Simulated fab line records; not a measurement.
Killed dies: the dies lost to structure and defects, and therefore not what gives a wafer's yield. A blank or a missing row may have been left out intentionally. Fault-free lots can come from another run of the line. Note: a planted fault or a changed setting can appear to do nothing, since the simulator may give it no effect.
Matching of chambers + flow sky130 + 4 sister chambers for SKY_CONTACT_CMP_04 on cmp-02
The step polishes SiO2. 17 wafers are shown with their chamber, then 8 later ones without.

WAFERS PAIRED WITH THEIR CHAMBERS
| wafer  | chamber | motorCurrentA (A) | timeToEndpointS (s) | edgeZonePressureFrac |
|--------|---------|-------------------|---------------------|----------------------|
| L598.1 | 0       | 12.6              | 79                  | 1.009                |
| L598.2 | 2       | 11.1              | 75                  | 1.009                |
| L598.6 | 0       | 12.8              | 78                  | 1.007                |
| L599.2 | 0       | 13.1              | 85                  | 0.996                |
| L599.3 | 2       | 11.0              | 73                  | 0.996                |
| L599.6 | 0       | 13.2              | 83                  | 0.996                |
| L601.1 | 1       | 12.0              | 83                  | 1.004                |
| L601.3 | 2       | 11.0              | 75                  | 1.000                |
| L601.5 | 1       | 11.5              | 83                  | 1.004                |
| L602.1 | 1       | 11.6              | 80                  | 1.001                |
| L602.5 | 2       | 11.0              | 73                  | 1.002                |
| L602.6 | 3       | 10.8              | 77                  | 0.987                |
| L603.2 | 3       | 11.0              | 80                  | 0.996                |
| L603.4 | 2       | 10.8              | 73                  | 1.006                |
| L603.6 | 2       | 10.9              | 72                  | 1.001                |
| L604.1 | 3       | 10.6              | 78                  | 0.995                |
| L604.2 | 1       | 11.5              | 83                  | 1.001                |

SIGNATURES (averages over the wafers above)
| reading              | chamber 0 | chamber 1 | chamber 2 | chamber 3 | scatter within a chamber |
|----------------------|-----------|-----------|-----------|-----------|--------------------------|
| motorCurrentA        | 12.925    | 11.650    | 10.967    | 10.800    | 0.202                    |
| timeToEndpointS      | 81.25     | 82.25     | 73.50     | 78.33     | 1.99                     |
| edgeZonePressureFrac | 1.00200   | 1.00250   | 1.00233   | 0.99267   | 0.00488                  |
Rule: a wafer's distance from a chamber is the root of the sum, over the readings, of the square of ((its reading less the chamber's mean) divided by the reading's scatter). If the next closest chamber is less than 2 further off than the closest, the wafer can't be placed; otherwise it belongs to the closest. The scatter: take each reading less its chamber's mean, square it, sum over the shown wafers, divide by the number of wafers less the number of chambers, and take the root.

WAFERS MISSING THEIR CHAMBER
| wafer  | motorCurrentA (A) | timeToEndpointS (s) | edgeZonePressureFrac |
|--------|-------------------|---------------------|----------------------|
| L604.4 | 13.0              | 85                  | 0.998                |
| L605.4 | 11.7              | 83                  | 0.996                |
| L605.5 | 11.0              | 71                  | 1.010                |
| L605.6 | 12.0              | 79                  | 1.003                |
| L612.3 | 13.0              | 86                  | 1.006                |
| L621.1 | 12.9              | 81                  | 1.000                |
| L621.3 | 11.6              | 65                  | 0.998                |
| L621.4 | 11.2              | 78                  | 0.993                |

THE CHAMBER EACH PASSED THROUGH
| wafer  | from the rows above          | in truth |
|--------|------------------------------|----------|
| L604.4 | 0                            | 0        |
| L605.4 | 1                            | 1        |
| L605.5 | 2                            | 2        |
| L605.6 | 1                            | 1        |
| L612.3 | 0                            | 0        |
| L621.1 | 0                            | 0        |
| L621.3 | 2                            | 2        |
| L621.4 | can't be placed: 3 or 2 or 1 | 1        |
7 of 8 placed correctly. Cannot be placed on the basis of these rows: 1; the candidates contain the true chamber in 1. Number placed wrongly: 0.
